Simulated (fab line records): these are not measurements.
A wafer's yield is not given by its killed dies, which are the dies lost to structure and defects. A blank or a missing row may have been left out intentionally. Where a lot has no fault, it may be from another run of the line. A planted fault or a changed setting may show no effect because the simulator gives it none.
Comparing a struck lot with a sound one -- flow sky130 -- 28 out of 708 route steps
Sound: these wafers, L492.1, L492.2, L492.5. The struck wafers were L497.2, L497.4, L497.5. The cause is given at the end.
Order at every step that has rows: each side's tool, ch and its chambers, its first start. Under that, the readings that differ: sound wafers -- struck wafers -- difference of the means -- sigmas: that difference in standard deviations of wafers without a fault.
alike: readings with means less than 2 such deviations apart, plus words and numbers identical on both sides. not compared: withheld readings, readings lacking a value on some wafer, bounds such as >300 that could conceal the same value, and numbers that have no deviation in the record and whose values overlap.
A row with sigmas, a row that says differs or no value, or rows on one side alone: a step with any of these is where the two part. Numbers that have no deviation but don't overlap get no sigmas and don't part them. A reading missing from all wafers of one side parts the sides only when that side holds two or more wafers.

first, 5 steps without rows for these wafers: SKY_SONOS_ONO_COAT_08 (resist thk 1140 nm); SKY_SONOS_ONO_SOFTBAKE_09 (time 60 s); SKY_SONOS_ONO_EXPOSE_10 (exposes mask ONOM, target cd 410 nm); SKY_SONOS_ONO_PEB_11; SKY_SONOS_ONO_DEVELOP_12 (develop time 60 s).
SKY_SONOS_ONO_CD_MEAS_13: the cd target is 410 nm.
  sound on cdSem-02, day 15 03:14; struck on cdSem-02, day 16 22:52
  alike: cdNm
SKY_SONOS_ONO_OVL_MEAS_14:
  sound on overlay-02, day 15 03:22; struck on overlay-02, day 16 22:58
  alike: SONOS_ONO_OVL
SKY_SONOS_ONO_ETCH_15: etches the open film in CHF3/O2, target depth 19.52 nm, time 7.8 s.
  sound on rieDiel-01 ch 2,3, day 15 03:23; struck on rieDiel-01 ch 0,1, day 16 23:00
  alike: chamberPressureMTorr, drypumpMotorCurrentA, oesProductAu, throttleValvePct
  not compared: rfHoursCounterH
then, 1 step without rows for these wafers: SKY_SONOS_ONO_WET_ETCH_16 (etches SiO2 in dHF, target depth 14 nm, time 280 s).
SKY_SONOS_ONO_STRIP_17: strips in O2/N2.
  sound on plasmaAsher-04 ch 0,1, day 15 03:31; struck on plasmaAsher-02 ch 0,1, day 16 23:06
  alike: chamberPressureMTorr, drypumpMotorCurrentA, oesProductAu, stripTimeToEndpointS
  not compared: rfHoursCounterH
then, 2 steps without rows for these wafers: SKY_SONOS_ONO_WET_ETCH_18 (etches Si3N4 in H3PO4, target depth 15 nm, time 172 s); SKY_GATE_OXIDE_CLEAN_00 (cleans in SC1/SC2, time 150 s).
SKY_GATE_OXIDE_OXIDATION_01: stabilise 600 s, purge 300 s, target thk 10.268 nm.
  sound on furnace-01 ch 0, day 15 03:44; struck on furnace-02 ch 0, day 17 00:17
reading,sound,struck,difference,sigmas
oxTimeS (s),1473 1473 1473,1973.8 1973.8 1973.8,+500.8,
tube_center_temp_C_max,903.5 901.9 902.9,902.0 902.3 901.9,-0.7,-2
model.SiO2_of_GATE_OXIDE_OXIDATION_01.thkNm (nm),10.28 10.37 10.2,12.52 12.56 12.71,+2.31,
SKY_GATE_OXIDE_THK_MEAS_02:
  sound on filmMetro-01, day 15 05:08; struck on filmMetro-01, day 17 01:56
reading,sound,struck,difference,sigmas
GATE_OXIDE_OXIDATION_00_THK (nm),10.27 10.34 10.23,12.52 12.53 12.72,+2.31,+12
  not compared: hold
then, 6 steps without rows for these wafers: SKY_GATE_OXIDE_HMDS_04 (prime time 60 s); SKY_GATE_OXIDE_COAT_05 (resist thk 1140 nm); SKY_GATE_OXIDE_SOFTBAKE_06 (time 60 s); SKY_GATE_OXIDE_EXPOSE_07 (exposes mask LVOM, target cd 600 nm); SKY_GATE_OXIDE_PEB_08; SKY_GATE_OXIDE_DEVELOP_09 (develop time 60 s).
SKY_GATE_OXIDE_OVL_MEAS_10:
  sound on overlay-02, day 16 08:37; struck on overlay-01, day 18 07:25
  alike: GATE_OXIDE_OVL
then, 2 steps without rows for these wafers: SKY_GATE_OXIDE_IMPLANT_11; SKY_GATE_OXIDE_WET_ETCH_12 (etches SiO2 in dHF, target depth 16.8 nm, time 336 s).
SKY_GATE_OXIDE_STRIP_13: strips in O2/N2.
  sound on plasmaAsher-02 ch 0,1, day 16 08:54; struck on plasmaAsher-03 ch 0,1, day 18 07:42
  alike: chamberPressureMTorr, drypumpMotorCurrentA, oesProductAu, stripTimeToEndpointS
  not compared: rfHoursCounterH
SKY_GATE_OXIDE_TW_MEAS_14:
  sound on filmMetro-04, day 16 09:00; struck on filmMetro-02, day 18 08:07
  alike: GATE_OXIDE_TW
  not compared: hold
SKY_GATE_OXIDE_OXIDATION_16: stabilise 600 s, purge 300 s, target thk 3.57 nm.
  sound on furnace-01 ch 0, day 16 11:47; struck on furnace-01 ch 0, day 18 09:46
reading,sound,struck,difference,sigmas
model.SiO2_of_GATE_OXIDE_OXIDATION_01.thkNm (nm),11.6 11.7 11.55,13.75 13.77 13.92,+2.20,
  alike: oxTimeS, tube_center_temp_C_max
then, 1 step without rows for these wafers: SKY_POLY_GATE_CVD_00 (deposits poly-Si, target thk 180 nm, time 720 s).
-- here the record skips 30 days between the struck wafers' starts before and after, leaving off in module POLY_GATE and picking up in module PAD_OPEN (first step shown: number 708 of the route) --
SKY_PAD_OPEN_PROBE_99:
  sound on prober-02, day 47 20:28; struck on prober-01, day 48 19:58
reading,sound,struck,difference,sigmas
model.etest.nfet_16v.rOnOhmUm,1.399e+04 1.413e+04 1.408e+04,1.537e+04 1.525e+04 1.54e+04,+1.273e+03,
model.etest.pfet_16v.rOnOhmUm,1.484e+04 1.489e+04 1.494e+04,1.598e+04 1.6e+04 1.597e+04,+1.093e+03,
model.etest.tipSonos.rsOhmSq,2607 2658 2602,3106 3130 3154,+508,
model.etest.pfetG5v0d10v5.rOnOhmUm,4752 4722 4757,5217 5216 5259,+487,
model.etest.nfetG5v0d10v5.rOnOhmUm,1865 1866 1876,2100 2113 2108,+238,
model.etest.nfetG5v0d10v5.driveUaUm,608.4 605.2 611.7,509.9 509.4 508.1,-99.3,
model.etest.nfet_05v0_nvt.driveUaUm,580.3 575.3 582.7,498.1 488.3 487.6,-88.1,
model.etest.pfetG5v0d10v5.driveUaUm,343.7 346.4 342.9,296.5 298.4 296.9,-47.1,
  alike: killed_at_M0_to_M3, killed_at_M4_up, killedAtContacts, killedAtFrontEnd, killedAtOther, killedDies, killedOpen, killedShort

## WHERE THEY PART
At SKY_GATE_OXIDE_OXIDATION_01 first; at SKY_GATE_OXIDE_THK_MEAS_02 last (within this record only). Later steps at which nothing parts them and some readings are alike: SKY_GATE_OXIDE_OVL_MEAS_10, SKY_GATE_OXIDE_STRIP_13, SKY_GATE_OXIDE_TW_MEAS_14, SKY_GATE_OXIDE_OXIDATION_16, SKY_PAD_OPEN_PROBE_99.

WHY: whatever the simulator had introduced
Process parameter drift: furnace-02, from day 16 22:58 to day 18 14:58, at SKY_GATE_OXIDE_OXIDATION_01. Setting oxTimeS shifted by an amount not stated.
